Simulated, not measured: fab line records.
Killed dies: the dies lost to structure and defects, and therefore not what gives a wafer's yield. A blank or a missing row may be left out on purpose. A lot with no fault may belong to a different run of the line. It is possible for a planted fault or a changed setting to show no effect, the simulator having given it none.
One fault through the eyes of 2 desks + flow sky130 + numbers are kept per desk, each desk with only its own; the story behind them comes last

== FROM THE METROLOGY DESK ==
Lot by lot, what the gauges showed, no matter which tool ran the lot: averages of those sampled wafers that carry a number. A lot is out of limits, marked OUT, if its mean lies more than 4 standard deviations from the usual mean; the brackets give that distance.
Columns: A = PWDE_RS at SKY_NWELL_RS_MEAS_31, usual 5278 ohm/sq; B = VT_ADJUST_LVTN_TW at SKY_VT_ADJUST_LVTN_TW_MEAS_10, usual 242.0; C = VT_ADJUST_NCORE_TW at SKY_VT_ADJUST_NCORE_TW_MEAS_11, usual 220.0
| lot  | first seen here | A    | B     | C                |
|------|-----------------|------|-------|------------------|
| L146 | day 5 06:52     | 5271 | 240.7 | 220.0            |
| L147 | day 5 15:02     | 5270 | 241.1 | 218.3            |
| L151 | day 6 18:17     | 5299 | 242.4 | 220.4            |
| L152 | day 7 04:43     | 5257 | 242.4 | 220.1            |
| L154 | day 7 09:58     | 5277 | 240.3 | 221.0            |
| L155 | day 7 13:13     | 5280 | 240.7 | 221.2            |
| L157 | day 8 05:19     | 5278 | 241.5 | 219.5            |
| L160 | day 8 19:07     | 5283 | 240.8 | 231.0 (+9.1) OUT |
| L161 | day 9 01:20     | 5306 | 242.1 | 233.9 (+12) OUT  |
| L162 | day 9 06:03     | 5283 | 243.3 | 218.3            |
| L167 | day 10 19:05    | 5303 | 241.3 | 219.7            |
| L168 | day 11 02:28    | 5257 | 241.2 | 219.6            |
Per this desk, out of limits: L160, L161; the first was L160, day 12 15:52 (VT_ADJUST_NCORE_TW at SKY_VT_ADJUST_NCORE_TW_MEAS_11). Within limits: L146, L147, L151, L152, L154, L155, L157, L162, L167, L168.

== AT THE TOOL OWNER'S DESK: implanter-02 ==
SKY_VT_ADJUST_NCORE_IMPLANT_09, tool's own readings: per-lot mean of the sampled wafers with a number, covering each lot this tool ran. A lot is out of limits, marked OUT, if its mean lies more than 4 standard deviations from the usual mean; the brackets give that distance.
Columns: A = beam_on_s at SKY_VT_ADJUST_NCORE_IMPLANT_09, usual 10.00 s; B = dose_ions_cm2 at SKY_VT_ADJUST_NCORE_IMPLANT_09, usual 2.3997e+12; C = faraday_current_uA at SKY_VT_ADJUST_NCORE_IMPLANT_09, usual 13.54
| lot  | first seen here | A     | B                            | C                |
|------|-----------------|-------|------------------------------|------------------|
| L151 | day 10 06:37    | 10.06 | 2.3995e+12                   | 13.46            |
| L152 | day 10 19:56    | 10.02 | 2.3972e+12                   | 13.51            |
| L154 | day 10 23:49    | 10.23 | 2.3976e+12                   | 13.21            |
| L155 | day 11 04:44    | 10.00 | 2.3996e+12                   | 13.57            |
| L160 | day 12 15:38    | 10.06 | 2.8958e+12 (+99 or more) OUT | 16.25 (+11) OUT  |
| L161 | day 12 22:43    | 10.34 | 2.8964e+12 (+99 or more) OUT | 15.74 (+8.8) OUT |
This desk's finding: out of limits on L160, L161; first on L160, day 12 15:38 (dose_ions_cm2 at SKY_VT_ADJUST_NCORE_IMPLANT_09). Within limits: L151, L152, L154, L155.

== PUT TOGETHER ==
An alarm could have come from the tool owner's desk at day 12 15:38, on L160, L161.
An alarm was possible from the metrology desk at day 12 15:52, on L160, L161.
The lots listed all ran SKY_VT_ADJUST_NCORE_IMPLANT_09 on implanter-02.

== WHAT THE SIMULATOR PUT IN ==
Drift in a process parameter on implanter-02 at SKY_VT_ADJUST_NCORE_IMPLANT_09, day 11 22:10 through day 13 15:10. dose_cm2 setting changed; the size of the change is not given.
Lots struck among those shown: L160, L161.
Counting hours from when the fault started, the first reading out of limits came at 17 for the tool owner's desk and at 18 for the metrology desk.
